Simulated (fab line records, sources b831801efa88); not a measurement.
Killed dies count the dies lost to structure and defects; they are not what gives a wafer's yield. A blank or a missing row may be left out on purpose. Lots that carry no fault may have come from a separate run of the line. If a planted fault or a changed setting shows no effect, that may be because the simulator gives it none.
8D (eight disciplines) problem report, filled in by code | flow sfq line | the parts of the form that need people (team, actions taken, sign-off) are left out

== 1. WHAT IS WRONG ==
rf fwd power W at SFQ_TRILAYER_M7_BARC_OPEN_METAL_ETCH_229 reads a mean of 691 W on 9 wafers of 3 lots; wafers without a fault read 594 W with a standard deviation of 3.3. That puts it +29 standard deviations away from the usual mean.
The step: etches BARC in O2, target depth 125 nm, time 41.7 s.
First observed at day 79 04:14: wafer L349.2, on rie metal-01. The record has a number at this step for 45 wafers belonging to 15 lots. Rule for "out" (also "out of limits"): further than 4 standard deviations from the usual mean. Any other wafer with a number is counted as sound.

== 2. WHAT IT IS AND WHAT IT IS NOT ==
question                    | is                     | is not
which readings at this step | rf fwd power W         | drypump motor current A, oes product au
which lots                  | L349, L351, L352       | L335, L336, L337, L338, L339, L340, L341, L344, L345, L346, L348, L350
which wafers of those lots  | all that have a number | -
read on which tools         | rie metal-01           | rie metal-02, rie metal-03
when                        | from day 79 04:14      | up to then (33 sound wafers); but 3 sound wafers of L350 came after

== 3. THE SUSPECTS, EACH WITH WHAT RULES IT OUT ==
Counting: any tool at a process step up to the reading is kept as a suspect provided that every lot that is out went through it and no sound lot did after the first of them.
- rie metal-01 at SFQ_TRILAYER_M7_BARC_OPEN_METAL_ETCH_229 (etches BARC in O2, target depth 125 nm, time 41.7 s): kept. It processed each lot that is out, first L349 at day 79 04:14, and no sound lot thereafter; up to then, the last sound lot it processed was L346 at day 78 17:26. Its own readings are out on those wafers: rf fwd power W.
Remaining after the count: rie metal-01 at SFQ_TRILAYER_M7_BARC_OPEN_METAL_ETCH_229.

== 4. THE CAUSE (what the simulator had put in) ==
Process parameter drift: rie metal-01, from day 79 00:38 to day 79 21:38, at SFQ_TRILAYER_M7_BARC_OPEN_METAL_ETCH_229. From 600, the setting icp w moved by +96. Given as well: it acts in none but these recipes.
Counting left only this tool.

== 5. THE EFFECT CHAIN, in route order ==
Rows list readings where the struck wafers' mean (over those with a number) sits beyond 3 standard deviations from the usual. Readings are gone through only where the record gives a usual standard deviation; hours: the median, over the lots, of the time from a lot's start at the first step in this table giving one to that lot's start at this step; sigmas: the change measured in usual standard deviations.
hours | step                                     | reading        | usual | on struck wafers | change | sigmas
0     | SFQ_TRILAYER_M7_BARC_OPEN_METAL_ETCH_229 | rf fwd power W | 594 W | 691              | +97    | +29
It contains these process steps:
- SFQ_TRILAYER_M7_BARC_OPEN_METAL_ETCH_229: etches BARC in O2, target depth 125 nm, time 41.7 s.

== 6. HOW IT WOULD HAVE BEEN CAUGHT EARLIER ==
In this record the first reading out of limits was taken at day 79 04:14, 4 hours after the fault began at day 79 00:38.
